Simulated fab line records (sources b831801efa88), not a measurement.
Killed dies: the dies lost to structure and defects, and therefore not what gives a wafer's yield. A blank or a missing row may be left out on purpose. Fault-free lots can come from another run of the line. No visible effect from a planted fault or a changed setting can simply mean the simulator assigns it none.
Matching of chambers ; flow sky130 ; 4 sister chambers for SKY_VIA3_ETCH_14 on rie diel-04
The step etches BARC in N2/H2, stops on SiO2, time 45.9 s, target depth 60 nm. 7 wafers are shown with their chamber, then 8 later ones without.

== WAFERS PAIRED WITH THEIR CHAMBERS ==
wafer;chamber;drypump motor current A (A);throttle valve pct (%)
L524.6;3;5.6;13.227
L527.4;2;4.9;13.227
L527.5;3;5.6;13.235
L531.1;1;5.8;13.230
L531.3;2;4.8;13.217
L531.6;0;5.1;13.212
L533.1;0;5.1;13.212

== WAFERS WITH NO CHAMBER GIVEN ==
wafer;drypump motor current A (A);throttle valve pct (%)
L533.5;5.8;13.234
L533.6;5.1;13.211
L538.1;5.6;13.220
L538.2;5.8;13.219
L538.4;4.9;13.239
L541.2;5.6;13.223
L541.5;5.1;13.233
L541.6;5.8;13.240

== THE CHAMBER EACH PASSED THROUGH ==
wafer;from the rows above;in truth
L533.5;1;1
L533.6;0;0
L538.1;3;3
L538.2;1;1
L538.4;2;2
L541.2;3;3
L541.5;0;0
L541.6;1;1
8 of 8 placed correctly. Can't be placed from these rows: 0. Wrongly placed: 0.
How it was worked out, from the rows above alone: a wafer's distance from a chamber is the root of the sum, over the readings, of the square of ((its reading less the chamber's mean) divided by the reading's scatter). The wafer belongs to the nearest chamber; if the next one is less than 2 further off, it can't be placed. Each chamber's mean is taken over the wafers shown for it. The scatter is the square root of a quotient: the sum, over the shown wafers, of each reading's squared deviation from its chamber's mean, divided by wafers minus chambers.
